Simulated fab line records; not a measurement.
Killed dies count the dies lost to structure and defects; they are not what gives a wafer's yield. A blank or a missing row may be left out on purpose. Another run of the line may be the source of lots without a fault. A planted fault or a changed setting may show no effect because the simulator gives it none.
8D (eight disciplines) problem report, filled in by code    flow sky130    the parts of the form that need people (team, actions taken, sign-off) are left out

1. PROBLEM STATEMENT
Mean of bias_w at SKY_POLY_GATE_ETCH_17: 95.67 W over 2 wafers from 1 lot, against 99.95 W (standard deviation 0.29) on wafers with no fault. That is -15 standard deviations from the usual mean.
The step: etches poly-Si in HBr/Cl2, stops on SiO2, target depth 180 nm, time 70.5 s.
Seen first at day 21 03:46 on rie_si-01, wafer L610.1. At this step, 39 wafers from 13 lots have a number in the record. Rule for "out" (also "out of limits"): further than 4 standard deviations from the usual mean. The other wafers with a number count as sound.

2. WHAT IT IS, AND WHAT IT ISN'T
question                     is                 is not
which readings at this step  bias_w             drypump_motor_current_A, oes_product_au, throttle_valve_pct
which lots                   L610               L596, L597, L598, L599, L600, L601, L602, L603, L604, L605, L617, L619
which wafers of those lots   L610.1, L610.6     L610.5
read on which tools          rie_si-01          rie_si-02
when                         from day 21 03:46  up to then (31 sound wafers); but 6 sound wafers of L617, L619 came after

3. SUSPECTS, AND WHAT RULES EACH OUT
Counting: any tool at a process step up to the reading remains a suspect provided it ran every lot that is out. Sound lots after the first of them don't rule it out here, since some wafers of a struck lot are sound.
- rie_si-01 at SKY_POLY_GATE_ETCH_17 (etches poly-Si in HBr/Cl2, stops on SiO2, target depth 180 nm, time 70.5 s): kept. L610, the lot that is out, went through it at day 21 03:46; up to then, the latest sound lot through it was L605 at day 19 22:35. On those wafers its own readings are out: bias_w.
- The sound lot-mates ran in chamber 2 of rie_si-01 at SKY_POLY_GATE_ETCH_17, but the wafers that are out ran in chamber 3.
After counting, what remains is rie_si-01 at SKY_POLY_GATE_ETCH_17.

4. THE CAUSE (what the simulator had put in)
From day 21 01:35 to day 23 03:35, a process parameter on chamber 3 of rie_si-01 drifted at SKY_POLY_GATE_ETCH_17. A move of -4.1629 in setting bias_w, from 100. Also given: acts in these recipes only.
After counting, this tool was the only one left.

5. SEQUENCE OF EFFECTS, ordered by route
Rows list readings where the struck wafers' mean (over those with a number) sits beyond 3 standard deviations from the usual. Readings are gone through only where the record gives a usual standard deviation; hours: the median, over the lots, of the time from a lot's start at the first step in this table giving one to that lot's start at this step; sigmas: the change measured in usual standard deviations.
hours  step                   reading  usual    on struck wafers  change  sigmas
0      SKY_POLY_GATE_ETCH_17  bias_w   99.95 W  95.67             -4.28   -15
Its process steps:
- SKY_POLY_GATE_ETCH_17: etches poly-Si in HBr/Cl2, stops on SiO2, target depth 180 nm, time 70.5 s.
Later measuring or inspecting steps at which every struck wafer that the step has a row for has a number for every such reading, and none has moved that far: SKY_LOCAL_INTERCONNECT_THK_MEAS_02.

6. HOW IT WOULD HAVE BEEN CAUGHT EARLIER
In this record the first reading out of limits was taken at day 21 03:46, 2 hours after the fault began at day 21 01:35.
